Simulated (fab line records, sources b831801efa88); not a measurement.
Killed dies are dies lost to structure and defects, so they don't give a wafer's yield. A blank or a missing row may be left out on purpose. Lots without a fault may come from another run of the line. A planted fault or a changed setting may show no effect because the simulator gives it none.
One fault seen from 2 desks | flow gf180mcu | each desk has only its own numbers; what lay behind them comes last

THE TOOL OWNER'S DESK: implanter-01
The tool's own readings at GF_HV_LDD_IMPLANT_36: means of the sampled wafers that have a number, for each lot that ran on this tool. A lot is out of limits, marked OUT, if its mean lies more than 4 standard deviations from the usual mean; the brackets give that distance.
Columns: A = beam_energy_keV at GF_HV_LDD_IMPLANT_36, usual 59.999
lot  | first seen here | A
L366 | day 12 06:10    | 59.971
L369 | day 13 04:46    | 59.980
L372 | day 14 00:13    | 60.034
L373 | day 14 19:05    | 60.004
L382 | day 17 08:03    | 62.404 (+99 or more) OUT
L383 | day 17 18:37    | 62.394 (+99 or more) OUT
This desk's finding: out of limits on L382, L383; first on L382, day 17 08:03 (beam_energy_keV at GF_HV_LDD_IMPLANT_36). In limits: L366, L369, L372, L373.

THE METROLOGY DESK
What the gauges read, lot by lot, whatever tool the lot ran on: means of the sampled wafers that have a number. A lot is out of limits, marked OUT, if its mean lies more than 4 standard deviations from the usual mean; the brackets give that distance.
Columns: A = DUAL_GATE_OVL at GF_DUAL_GATE_OVL_MEAS_11, usual -0.4 nm
lot  | first seen here | A
L364 | day 8 05:46     | -1.0
L365 | day 8 18:46     | 1.6
L366 | day 8 20:15     | -0.3
L369 | day 9 17:29     | 0.5
L370 | day 10 09:04    | 0.1
L372 | day 10 12:22    | 0.8
L373 | day 11 02:51    | -0.6
L382 | day 13 11:50    | -1.8
L383 | day 13 19:27    | 1.6
L384 | day 14 12:28    | -1.6
L385 | day 14 12:47    | -1.2
L387 | day 15 01:53    | -1.1
This desk's finding: nothing out of limits on any of the 12 lots.

PUT TOGETHER
The tool owner's desk could have raised an alarm at day 17 08:03, on L382, L383.
The metrology desk saw nothing out of limits.
The metrology desk has L382, L383 on record, within its limits.
Of the lots named, all ran GF_HV_LDD_IMPLANT_36 on implanter-01.

WHAT THE SIMULATOR HAD PUT IN
Process parameter drift: implanter-01, from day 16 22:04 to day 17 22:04, at GF_HV_LDD_IMPLANT_36. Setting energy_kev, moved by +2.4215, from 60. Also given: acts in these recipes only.
Lots struck among those shown: L382, L383.
Hours from the fault's start to each desk's first reading out of limits: the tool owner's desk, 10.
